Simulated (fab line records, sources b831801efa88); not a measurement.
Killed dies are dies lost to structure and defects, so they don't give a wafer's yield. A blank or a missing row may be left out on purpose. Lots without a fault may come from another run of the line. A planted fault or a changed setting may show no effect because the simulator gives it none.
Which tool did it? | flow gf180mcu | 12 lots, 36 wafers sampled, at 5 steps of a route of 602

WHAT THE GAUGES READ, wafer by wafer
GF_PSD_RS_MEAS_15: measures by four-point-probe. Usual: PSD_RS 108.49 ohm/sq, standard deviation 0.26.
lot  | measured     | on            | PSD_RS (ohm/sq)      | flag
L883 | day 14 08:44 | film_metro-02 | 108.80 108.70 108.73 |
L884 | day 14 13:14 | film_metro-02 | 108.43 108.52 108.55 |
L885 | day 14 17:52 | film_metro-03 | 108.09 107.87 108.02 |
L888 | day 15 20:47 | film_metro-04 | 108.07 108.44 108.28 |
L891 | day 17 09:27 | film_metro-02 | 108.67 108.69 108.41 |
L892 | day 17 13:35 | film_metro-03 | 108.71 108.87 108.86 |
L894 | day 18 12:49 | film_metro-03 | 108.06 108.40 108.32 |
L900 | day 20 08:44 | film_metro-02 | 108.08 108.09 108.48 |
L898 | day 20 09:01 | film_metro-03 | 108.46 108.77 108.23 |
L901 | day 20 20:46 | film_metro-03 | 108.65 108.40 108.39 |
L902 | day 21 05:10 | film_metro-02 | 108.63 108.78 108.30 |
L904 | day 21 12:49 | film_metro-04 | 108.72 108.28 108.52 |

GF_SALICIDE_THK_MEAS_05: measures by xrf. Usual: SALICIDE_TIN_THK 19.59 nm, standard deviation 0.28.
lot  | measured     | on            | SALICIDE_TIN_THK (nm) | flag
L883 | day 15 06:29 | film_metro-02 | 19.52 19.67 19.66     |
L884 | day 15 10:05 | film_metro-02 | 19.14 19.37 19.28     |
L885 | day 15 15:20 | film_metro-01 | 19.43 19.50 19.10     |
L888 | day 16 19:35 | film_metro-01 | 19.64 19.70 19.52     |
L891 | day 18 09:00 | film_metro-01 | 19.82 19.95 19.99     |
L892 | day 18 13:25 | film_metro-01 | 19.70 19.66 19.46     |
L894 | day 19 13:40 | film_metro-04 | 19.32 18.96 19.05     |
L900 | day 21 09:37 | film_metro-04 | 19.53 19.60 19.99     |
L898 | day 21 09:48 | film_metro-01 | 19.75 20.05 19.29     |
L901 | day 21 20:44 | film_metro-01 | 19.68 19.38 19.67     |
L902 | day 22 04:54 | film_metro-04 | 19.84 19.82 19.69     |
L904 | day 22 12:50 | film_metro-04 | 19.33 19.49 18.65     |

GF_CONTACT_THK_MEAS_01. Usual: CONTACT_CVD_00_THK 300 nm, standard deviation 5.6.
lot  | measured     | on            | CONTACT_CVD_00_THK (nm) | flag
L883 | day 15 06:53 | film_metro-03 | 308 294 300             |
L884 | day 15 10:30 | film_metro-03 | 301 307 299             |
L885 | day 15 15:44 | film_metro-01 | 294 299 300             |
L888 | day 16 20:00 | film_metro-01 | 303 295 304             |
L891 | day 18 09:23 | film_metro-01 | 298 295 298             |
L892 | day 18 13:49 | film_metro-01 | 305 310 308             |
L894 | day 19 14:04 | film_metro-01 | 286 305 307             |
L900 | day 21 10:13 | film_metro-02 | 298 291 301             |
L898 | day 21 10:13 | film_metro-01 | 304 299 301             |
L901 | day 21 21:14 | film_metro-03 | 304 302 301             |
L902 | day 22 05:23 | film_metro-03 | 298 303 302             |
L904 | day 22 13:14 | film_metro-02 | 293 298 299             |

GF_CONTACT_THK_MEAS_03. Usual: CONTACT_CVD_02_THK 858 nm, standard deviation 13.
lot  | measured     | on            | CONTACT_CVD_02_THK (nm)     | flag
L883 | day 15 07:01 | film_metro-02 | 849 837 854                 |
L884 | day 15 10:38 | film_metro-02 | 846 854 871                 |
L885 | day 15 15:52 | film_metro-03 | 850 860 865                 |
L888 | day 16 20:08 | film_metro-01 | 844 859 873                 |
L891 | day 18 09:31 | film_metro-02 | 842 851 860                 |
L892 | day 18 13:57 | film_metro-02 | 854 847 855                 |
L894 | day 19 14:12 | film_metro-02 | 857 856 860                 |
L900 | day 21 10:20 | film_metro-02 | 839 832 875                 |
L898 | day 21 10:20 | film_metro-01 | 854 860 869                 |
L901 | day 21 21:22 | film_metro-01 | 864 881 1127 864 880 1128   | OFF
L902 | day 22 05:31 | film_metro-01 | 866 1113 1148 865 1114 1149 | OFF
L904 | day 22 13:22 | film_metro-02 | 849 837 856                 |

WHICH TOOL RAN EACH LOT (tool, then ch and the chambers of the sampled wafers, then the start)
lot  | GF_CONTACT_CVD_02
L883 | pecvd-01 ch 0,1,2, day 15 06:57
L884 | pecvd-03 ch 0,1,2, day 15 10:34
L885 | pecvd-02 ch 1,2, day 15 15:48
L888 | pecvd-03 ch 1,2, day 16 20:04
L891 | pecvd-01 ch 1,2, day 18 09:26
L892 | pecvd-02 ch 0,1,2, day 18 13:53
L894 | pecvd-01 ch 1,2, day 19 14:08
L900 | pecvd-02 ch 0,1,2, day 21 10:16
L898 | pecvd-01 ch 0,1,2, day 21 10:16
L901 | pecvd-03 ch 0,1,2, day 21 21:18
L902 | pecvd-03 ch 0,2, day 22 05:27
L904 | pecvd-02 ch 0,1,2, day 22 13:18
- GF_CONTACT_CVD_02: deposits SiO2 from TEOS, target thk 860 nm, time 95.992 s.

WHAT THE TOOLS THEMSELVES READ (means of the sampled wafers that have a number; where no wafer has one, the mark that the record gives instead)
GF_CONTACT_CVD_02. Usual: heater_power_w 653 W, standard deviation 57; susceptor_temp_C 400.05 C, standard deviation 0.21.
lot  | tool     | heater_power_w (W) | susceptor_temp_C (C) | flag
L883 | pecvd-01 | 637                | 400.22               |
L884 | pecvd-03 | 692                | 400.08               |
L885 | pecvd-02 | 662                | 399.97               |
L888 | pecvd-03 | 733                | 399.91               |
L891 | pecvd-01 | 663                | 400.26               |
L892 | pecvd-02 | 604                | 399.88               |
L894 | pecvd-01 | 628                | 400.03               |
L900 | pecvd-02 | 666                | 400.12               |
L898 | pecvd-01 | 657                | 400.21               |
L901 | pecvd-03 | 651                | 400.09               |
L902 | pecvd-03 | 679                | 400.32               |
L904 | pecvd-02 | 645                | 399.91               |

THE ANSWER, worked out from the rows above alone
Rule: a lot is off if the mean of its wafers that have a number lies more than 3 standard deviations from the usual mean. A lot without any number at a reading at which 4 lots or more have one is off too. The other lots that the step has rows for count as sound. The gauges are gone through in route order, then the tools' own readings, and for those a lot's mean is taken as printed above. The first step at which some lot is off is used, and at that step the reading that is off furthest; a lot without a number counts as furthest.
Off: L901, L902, at GF_CONTACT_THK_MEAS_03 (CONTACT_CVD_02_THK).
A tool fits if, at a process step before that reading, it ran every lot that is off, and no sound lot after the first of them. The gauges at GF_CONTACT_THK_MEAS_03 are tried like those tools. Can't be told from this: 2 tools fit, pecvd-03 at GF_CONTACT_CVD_02, film_metro-01 at GF_CONTACT_THK_MEAS_03.

WHAT THE SIMULATOR HAD PUT IN
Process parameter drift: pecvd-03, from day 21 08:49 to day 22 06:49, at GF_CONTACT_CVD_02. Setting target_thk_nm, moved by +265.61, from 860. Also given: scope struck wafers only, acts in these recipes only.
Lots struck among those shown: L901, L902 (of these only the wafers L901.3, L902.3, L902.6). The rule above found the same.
